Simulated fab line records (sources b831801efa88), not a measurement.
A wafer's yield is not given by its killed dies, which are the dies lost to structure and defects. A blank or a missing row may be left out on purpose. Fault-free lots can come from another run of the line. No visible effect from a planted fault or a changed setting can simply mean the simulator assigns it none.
A lot that was struck, set against a sound lot    flow gf180mcu    14 steps out of a route of 602
Sound: wafers L651.1, L651.2, L651.3. Wafers L643.1, L643.2, L643.5 were the ones struck. The cause comes at the end.
Order at every step that has rows: each side's tool, ch and its chambers, its first start. Under that, the readings that differ: sound wafers    struck wafers    difference of the means    sigmas: that difference in standard deviations of wafers without a fault.
alike: words and numbers the same on both sides, and readings whose means are apart by under 2 such deviations; not compared: readings that were withheld, readings missing a value for some wafer, numbers with overlapping values and no deviation given by the record, and bounds like >300 which may hide the same value.
The two part at a step that has a row with sigmas, a row that says differs or no value, or rows on one side only. Numbers that don't overlap but have no deviation are shown without sigmas and don't part them. A reading missing from all wafers of one side parts the sides only when that side holds two or more wafers.

GF_MIM_THK_MEAS_06:
  struck on film_metro-04, day 27 04:34; sound on film_metro-01, day 30 05:55
  alike: MIM_CVD_05_THK
GF_MIM_SPUTTER_07: material TiN, target thk 60 nm, time 50 s.
  struck on pvd_sputter-03, day 27 04:38; sound on pvd_sputter-03, day 30 05:59
  alike: cathode_dc_power_W, throttle_valve_pct
GF_MIM_SPUTTER_08: material AlCu, target thk 200 nm, time 10.6 s.
  struck on pvd_sputter-03, day 27 04:40; sound on pvd_sputter-03, day 30 06:01
  alike: cathode_dc_power_W, throttle_valve_pct
GF_MIM_SPUTTER_09: material TiN, target thk 35 nm, time 29.2 s.
  struck on pvd_sputter-03, day 27 04:42; sound on pvd_sputter-03, day 30 06:02
  alike: cathode_dc_power_W, throttle_valve_pct
GF_MIM_RS_MEAS_10: a four-point-probe measurement.
  struck on film_metro-02, day 27 04:44; sound on film_metro-02, day 30 06:05
  alike: MIM_ALCU_RS
GF_MIM_THK_MEAS_11: measures by xrf.
  struck on film_metro-02, day 27 04:51; sound on film_metro-02, day 30 06:12
  alike: MIM_ALCU_THK
then, 6 steps without rows for these wafers: GF_MIM_DEHYDRATE_12 (time 60 s); GF_MIM_HMDS_13 (prime time 60 s); GF_MIM_COAT_14 (resist thk 1000 nm); GF_MIM_SOFTBAKE_15 (time 60 s); GF_MIM_EXPOSE_16 (exposes mask FuseTop, target cd 2000 nm); GF_MIM_PEB_17.
GF_MIM_DEVELOP_18: develop time 60 s.
  struck on litho_track-04, day 28 00:27; sound on litho_track-03 ch 0, day 30 23:41
  no value came back on the struck wafers for chill_plate_temp_C (C), develop_time_s (s); on the sound wafers chill_plate_temp_C (C) reads 22.89 22.88 23.01
GF_MIM_METAL_ETCH_19: etches the open film in Cl2/BCl3, stops on Si3N4, target depth 324.5 nm, time 54.1 s.
  sound on rie_metal-01 ch 0,1, day 30 23:50; struck on rie_metal-04 ch 0,1, day 28 00:36
reading                      sound        struck       difference  sigmas
drypump_motor_current_A (A)  4.8 4.7 4.8  5.2 6.2 6.3  +1.1        +2
  alike: oes_product_au, throttle_valve_pct
  not compared: rf_hours_counter_h

## WHERE THEY PART
First at GF_MIM_DEVELOP_18; last, within this record, at GF_MIM_METAL_ETCH_19.

WHY: the cause the simulator had injected
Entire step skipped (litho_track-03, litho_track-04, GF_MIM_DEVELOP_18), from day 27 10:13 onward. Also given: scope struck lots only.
